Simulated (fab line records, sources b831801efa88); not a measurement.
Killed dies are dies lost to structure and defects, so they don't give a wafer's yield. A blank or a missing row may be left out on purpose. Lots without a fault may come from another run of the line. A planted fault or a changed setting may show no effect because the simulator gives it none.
Problem report in the 8D (eight disciplines) form, filled by code | flow gf180mcu | the parts of the form that need people (team, actions taken, sign-off) are left out

1. THE PROBLEM
NSD_RS at GF_PSD_RS_MEAS_14 reads a mean of 44.32 ohm/sq on 4 wafers of 3 lots; wafers without a fault read 46.15 ohm/sq with a standard deviation of 0.086. That is -21 standard deviations from the usual mean.
The step: measures by four-point-probe.
First seen on wafer L769.3, day 18 00:02, on film_metro-04. The record holds 39 wafers of 13 lots with a number at this step. Rule for "out", or "out of limits": more than 4 standard deviations from the usual mean. The other wafers with a number count as sound.

2. WHAT IT IS AND WHAT IT IS NOT
question                    | is                             | is not
which readings at this step | NSD_RS                         | -
which lots                  | L768, L769, L771               | L760, L763, L764, L767, L776, L777, L778, L779, L780, L782
which wafers of those lots  | L768.1, L769.3, L769.4, L771.4 | L768.2, L768.5, L769.2, L771.2, L771.6
read on which gauges        | film_metro-04                  | film_metro-01, film_metro-02
when                        | from day 18 00:02              | up to then (13 sound wafers); but 22 sound wafers of L768, L771, L776, L777, L778, L779, L780, L782 came after

3. SUSPECTS, AND WHAT RULES EACH OUT
Counting: a tool at a process step up to the reading stays a suspect if it ran every lot that is out. Sound lots after the first of them don't rule it out here, since some wafers of a struck lot are sound.
- the gauge at GF_PSD_RS_MEAS_14: ruled out. All the wafers that are out were read on film_metro-04, but those of them that GF_PSD_RTA_13 has rows for are out there too, on other tools.
- rtp_anneal-02 at GF_PSD_RTA_13 (time 20 s): kept. It ran every lot that is out, first L769 (day 17 23:53); its last sound lot up to then is L764 (day 15 02:49). Its own readings are out on those wafers: run_length_s.
Left after counting: rtp_anneal-02 at GF_PSD_RTA_13.

4. THE CAUSE (what the simulator had put in)
Process parameter drift: rtp_anneal-02, from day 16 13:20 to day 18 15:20, at GF_PSD_RTA_13. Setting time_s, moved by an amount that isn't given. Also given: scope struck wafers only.
Counting left only this tool.

5. THE CHAIN OF EFFECTS, in route order
Each row: a reading whose mean over the struck wafers that have a number lies more than 3 standard deviations from the usual. Only readings for which the record gives a usual standard deviation are gone through. hours: the time from each lot's start at the first step in this table that gives one to its start at this step, as a median over the lots. sigmas: the change in usual standard deviations.
hours | step              | reading      | usual         | on struck wafers | change | sigmas
0     | GF_PSD_RTA_13     | run_length_s | 48.6 s        | 58.1             | +9.5   | +16
0     | GF_PSD_RS_MEAS_14 | NSD_RS       | 46.15 ohm/sq  | 44.32            | -1.83  | -21
0     | GF_PSD_RS_MEAS_15 | PSD_RS       | 108.60 ohm/sq | 104.50           | -4.10  | -14
The process steps in it:
- GF_PSD_RTA_13: time 20 s.

6. WHAT WOULD HAVE CAUGHT IT SOONER
In this record the first reading out of limits at a measuring or inspecting step was taken at day 18 00:02, 35 hours after the fault began at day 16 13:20.
The tool's own readings at GF_PSD_RTA_13 were out on every struck wafer that the step has a row for (run_length_s): an alarm limit on them would have fired on the first of those.
Of the lots that are out (3), L768, L771 began GF_PSD_RTA_13 on rtp_anneal-02 after day 18 00:02. A hold on the tool at that time would have spared those 2.
